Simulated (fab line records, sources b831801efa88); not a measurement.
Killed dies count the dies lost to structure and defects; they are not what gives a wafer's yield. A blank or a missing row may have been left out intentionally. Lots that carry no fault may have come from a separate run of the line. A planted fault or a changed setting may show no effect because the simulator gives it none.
Problem report in the 8D (eight disciplines) form, filled by code ; flow sky130 ; the parts of the form that need people (team, actions taken, sign-off) are left out

## 1. WHAT WENT WRONG
killedAtFrontEnd at SKY_PAD_OPEN_PROBE_99 reads a mean of 57 on 6 wafers of 2 lots; wafers without a fault read 15 with a standard deviation of 4.8. That is +8.8 standard deviations from the usual mean.
Earliest sighting: wafer L695.2 on prober-02 at day 48 23:19. Wafers with a number at this step in the record: 15, from 5 lots. By rule, "out" or "out of limits" means more than 4 standard deviations away from the usual mean. The rest of the wafers with a number are treated as sound.

## 2. WHAT IT IS, AND WHAT IT ISN'T
question;is;is not
which readings at this step;killedAtFrontEnd;killed_at_M0_to_M3, killed_at_M4_up, killedAtContacts, killedAtOther, killedOnRim, killedOpen, killedShort
which lots;L695, L697;L684, L693, L705
which wafers of those lots;all that have a number;-
read on which tools;prober-02;prober-01
when;from day 48 23:19;"up to then (6 sound wafers); but 3 sound wafers of L705 came after"

## 3. WHAT RULES OUT EACH SUSPECT
Counting: a tool at any process step up to the reading remains a suspect when it ran all the lots that are out and ran no sound lot after the first of those.
- lpcvd-02 at SKY_POLY_GATE_CVD_03 (deposits Si3N4 from DCS/NH3, target thk 75 nm, time 1290 s): ruled out as a lasting fault. The sound lots L705 went through it after L695, its earliest lot that is out (day 19 23:01).
- prober-02 at SKY_PAD_OPEN_PROBE_99: ruled out as a lasting fault. The sound lots L705 went through it after L695, its earliest lot that is out (day 48 23:19).
Left after counting: nothing in the record.

## 4. THE CAUSE (what the simulator had put in)
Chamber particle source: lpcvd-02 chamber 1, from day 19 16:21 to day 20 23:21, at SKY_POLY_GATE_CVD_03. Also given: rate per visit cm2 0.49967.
The count ruled it out by mistake, since the rule takes a fault to strike every lot its tool runs from the start of the fault on, and this one did not do so.

## 5. THE EFFECT CHAIN, in route order
Each row: a reading where the mean over the struck wafers with a number is more than 3 standard deviations away from the usual. Readings are gone through only where the record gives a usual standard deviation; hours: the median, over the lots, of the time from a lot's start at the first step in this table giving one to that lot's start at this step; sigmas: the change measured in usual standard deviations.
hours;step;reading;usual;on struck wafers;change;sigmas
0;SKY_PAD_OPEN_PROBE_99;killedAtFrontEnd;15;57;+42;+8.8
0;SKY_PAD_OPEN_PROBE_99;killedDies;84;127;+43;+3.9
It contains these process steps:
- SKY_PAD_OPEN_PROBE_99

## 6. HOW IT WOULD HAVE BEEN CAUGHT EARLIER
703 hours passed between the start of the fault at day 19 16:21 and the first reading out of limits in this record, taken at day 48 23:19.
Of the tool readings at SKY_POLY_GATE_CVD_03 for which the record gives a usual standard deviation, none was out on any struck wafer, so an alarm limit of 4 standard deviations on them would not have fired.
